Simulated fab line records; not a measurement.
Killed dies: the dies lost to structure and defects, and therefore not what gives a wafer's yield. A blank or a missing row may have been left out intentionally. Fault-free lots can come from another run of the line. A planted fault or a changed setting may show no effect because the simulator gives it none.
The tool behind it: which one? / flow gf180mcu / 6 lots, 18 wafers sampled, at 3 steps of a route of 602

== WHAT THE GAUGES SHOWED, per wafer ==
GF_V2_THK_MEAS_03.
lot=L914; measured=day 20 17:22; on=film metro-04; V2_CVD_02_THK (nm)=839 857 855
lot=L916; measured=day 21 12:04; on=film metro-03; V2_CVD_02_THK (nm)=844 855 861
lot=L920; measured=day 22 16:50; on=film metro-04; V2_CVD_02_THK (nm)=835 845 865
lot=L922; measured=day 23 14:34; on=film metro-03; V2_CVD_02_THK (nm)=822 819 840
lot=L923; measured=day 24 10:56; on=film metro-04; V2_CVD_02_THK (nm)=843 840 837
lot=L933; measured=day 26 14:28; on=film metro-02; V2_CVD_02_THK (nm)=834 1284 857

== WHAT TOOL EACH LOT RAN ON (gives the tool, then ch and the chambers of the sampled wafers, and finally the start) ==
lot=L914; GF_V1_STRIP_18=plasma asher-04 ch 0,1, day 19 14:31; GF_V2_CVD_02=pecvd-01 ch 0,1, day 20 17:17
lot=L916; GF_V1_STRIP_18=plasma asher-04 ch 0,1, day 20 09:34; GF_V2_CVD_02=pecvd-03 ch 0,1, day 21 12:00
lot=L920; GF_V1_STRIP_18=plasma asher-03 ch 0,1, day 21 15:34; GF_V2_CVD_02=pecvd-01 ch 0,1,2, day 22 16:46
lot=L922; GF_V1_STRIP_18=plasma asher-04 ch 0,1, day 22 13:05; GF_V2_CVD_02=pecvd-01 ch 0,2, day 23 14:30
lot=L923; GF_V1_STRIP_18=plasma asher-04 ch 0,1, day 23 10:46; GF_V2_CVD_02=pecvd-04 ch 0,1,2, day 24 10:52
lot=L933; GF_V1_STRIP_18=plasma asher-03 ch 0,1, day 25 15:34; GF_V2_CVD_02=pecvd-04 ch 0,1, day 26 14:23
- GF_V1_STRIP_18: strips in O2/N2.
- GF_V2_CVD_02: deposits SiO2 from TEOS, target thk 850 nm, time 94.851 s.

== THE ANSWER, worked out from the rows above alone ==
Rule: the lots themselves supply what counts as usual. The widest of any qualifying gaps counts: lots, ordered by their means at a reading, are off when they make up no more than a third of the lots, leave a main group of 4 or more, and stand apart from it by 3 or more times the standard deviation of that group's means. A main group whose means are all the same, to the digits that the tables above print for the reading, isn't used. A lot without any number at a reading at which 4 lots or more have one is off too. Any other lot the step has rows for is counted as sound.
Off: L933, at GF_V2_THK_MEAS_03 (V2_CVD_02_THK). The main group: mean 844 nm, standard deviation 9.5.
A tool fits if, at a process step before that reading, it ran every lot that is off, and no sound lot after the first of them. Those tools and the gauges at GF_V2_THK_MEAS_03 are tried in the same way. Can't be told from this: 3 tools fit, plasma asher-03 at GF_V1_STRIP_18, pecvd-04 at GF_V2_CVD_02, film metro-02 at GF_V2_THK_MEAS_03.

== WHAT WAS PUT IN BY THE SIMULATOR ==
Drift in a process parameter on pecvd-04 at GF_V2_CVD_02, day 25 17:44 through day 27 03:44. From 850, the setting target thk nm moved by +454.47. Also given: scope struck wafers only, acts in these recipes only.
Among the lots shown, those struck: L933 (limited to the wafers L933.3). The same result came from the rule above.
